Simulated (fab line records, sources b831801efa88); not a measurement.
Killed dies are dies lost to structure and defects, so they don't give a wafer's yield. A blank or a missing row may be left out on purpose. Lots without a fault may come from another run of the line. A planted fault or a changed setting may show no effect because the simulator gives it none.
Split-lot experiment | flow sky130 | 5 lots, 23 wafers read, on a route of 708 steps

THE SPLIT
At SKY_SD_N_IMPLANT_09, the setting energy_kev was moved away from the recipe's 50 on 7 of the 23 wafers read, by -4.7% to +4.0%. The other wafers ran this setting at the recipe's value.

FROM THE SPLIT TO THE READING: what the file shows between them, 4 steps
- SKY_SD_N_IMPLANT_10
- SKY_SD_N_STRIP_11: strips in O2/N2
- SKY_SD_N_CLEAN_13: cleans in SC1/SC2, time 150 s
- SKY_SD_N_RTA_14: time 2 s

THE READING
SD_N_RS, in ohm/sq, at SKY_SD_N_RS_MEAS_16 (measures by four-point-probe). Fault-free wafers of this fab line usually give 68.50 ohm/sq, standard deviation 0.12 ohm/sq.

wafer  | tool, chamber at the split | energy_kev as run | against the recipe | SD_N_RS, ohm/sq | against lot-mates on the recipe
L074.1 | implanter-02, 0            | 50                | recipe             | 68.48           | -
L074.2 | implanter-02, 0            | 50                | recipe             | 68.36           | -
L074.5 | implanter-02, 0            | 50                | recipe             | 68.53           | -
L077.2 | implanter-01, 0            | 50                | recipe             | 68.58           | -
L077.3 | implanter-01, 0            | 50                | recipe             | 68.42           | -
L077.4 | implanter-01, 0            | 47.63             | -4.7%              | 70.29           | +1.77
L077.5 | implanter-01, 0            | 50                | recipe             | 68.55           | -
L077.6 | implanter-01, 0            | 47.63             | -4.7%              | 70.25           | +1.73
L078.1 | implanter-02, 0            | 50                | recipe             | 68.57           | -
L078.3 | implanter-02, 0            | 50                | recipe             | 68.37           | -
L078.4 | implanter-02, 0            | 50                | recipe             | 68.54           | -
L078.5 | implanter-02, 0            | 50                | recipe             | 68.48           | -
L078.6 | implanter-02, 0            | 50                | recipe             | 68.41           | -
L080.1 | implanter-01, 0            | 50                | recipe             | 68.27           | -
L080.2 | implanter-01, 0            | 48.92             | -2.2%              | 69.19           | +0.88
L080.3 | implanter-01, 0            | 48.92             | -2.2%              | 69.25           | +0.94
L080.5 | implanter-01, 0            | 50                | recipe             | 68.34           | -
L080.6 | implanter-01, 0            | 48.92             | -2.2%              | 69.20           | +0.89
L084.1 | implanter-04, 0            | 52.01             | +4.0%              | 67.11           | -1.38
L084.2 | implanter-04, 0            | 52.01             | +4.0%              | 66.95           | -1.54
L084.3 | implanter-04, 0            | 50                | recipe             | 68.47           | -
L084.4 | implanter-04, 0            | 50                | recipe             | 68.47           | -
L084.6 | implanter-04, 0            | 50                | recipe             | 68.54           | -

THE FIT
A straight line over all 23 wafers: SD_N_RS changes by -0.367 ohm/sq for each +1% of energy_kev; r = -0.99; the points scatter about the line by 0.087 ohm/sq.
The same after taking each lot's own level away (the mean of its wafers on the recipe; 23 wafers): -0.374 ohm/sq for each +1%; r = -1.00; scatter 0.072 ohm/sq.
On that fit, the largest move of energy_kev shifts the reading by 1.8 ohm/sq.
The lots' own levels span 68.305 to 68.517 ohm/sq, that is 1.8 times the standard deviation above.
So the lot-to-lot level changes the slope little: the two slopes agree.
Check: with one of the wafers moved furthest among these (-4.7%) left out of the fit, the line predicts +1.79 ohm/sq for it against its lot-mates. It came out at +1.77 ohm/sq against them.

OTHER SPLITS ON THESE WAFERS
These wafers also went through other splits before the reading. Each is held against what the fit with the lots' levels taken away leaves over:
other split on the same wafers      | wafers away from the commonest value | r with SD_N_RS (lot level and that fit taken away)
SKY_LDD_HVP_SOFTBAKE_03 temp_c      | 6                                    | -0.52
SKY_LDD_LDN_IMPLANT_08 energy_kev   | 7                                    | +0.41
SKY_LDD_LDN_IMPLANT_09 energy_kev   | 8                                    | -0.17
SKY_SD_P_DEVELOP_06 dev_temp_c      | 10                                   | +0.24
SKY_RES_XHIGH_COAT_02 resist_thk_nm | 8                                    | -0.09
SKY_SD_N_COAT_02 resist_thk_nm      | 8                                    | +0.08

THE WHOLE CHAIN: every reading that the file lists as answering this split, in the file's order
step                | what it does                 | reading                                                         | change (the file's fit)                                                                 | r (the file's)
SKY_SD_N_IMPLANT_09 |                              | implant.rp_nm (the simulator's own value, which no gauge read)  | +0.265 nm for each +1% of the setting                                                   | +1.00
SKY_SD_N_IMPLANT_09 |                              | implant.drp_nm (the simulator's own value, which no gauge read) | +0.106 nm for each +1% of the setting                                                   | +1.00
SKY_SD_N_RS_MEAS_16 | measures by four-point-probe | SD_N_RS                                                         | -0.374 for each +1% of the setting                                                      | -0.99
SKY_SD_N_STRIP_11   | strips in O2/N2              | strip_time_to_endpoint_s                                        | withheld for each +1% of the setting, in a fit together with resist_thk_nm@SD_N_COAT_02 | 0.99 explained

THE FILE'S OWN FIT
SD_N_RS changes by -0.374 ohm/sq for each +1% of energy_kev, r = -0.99.
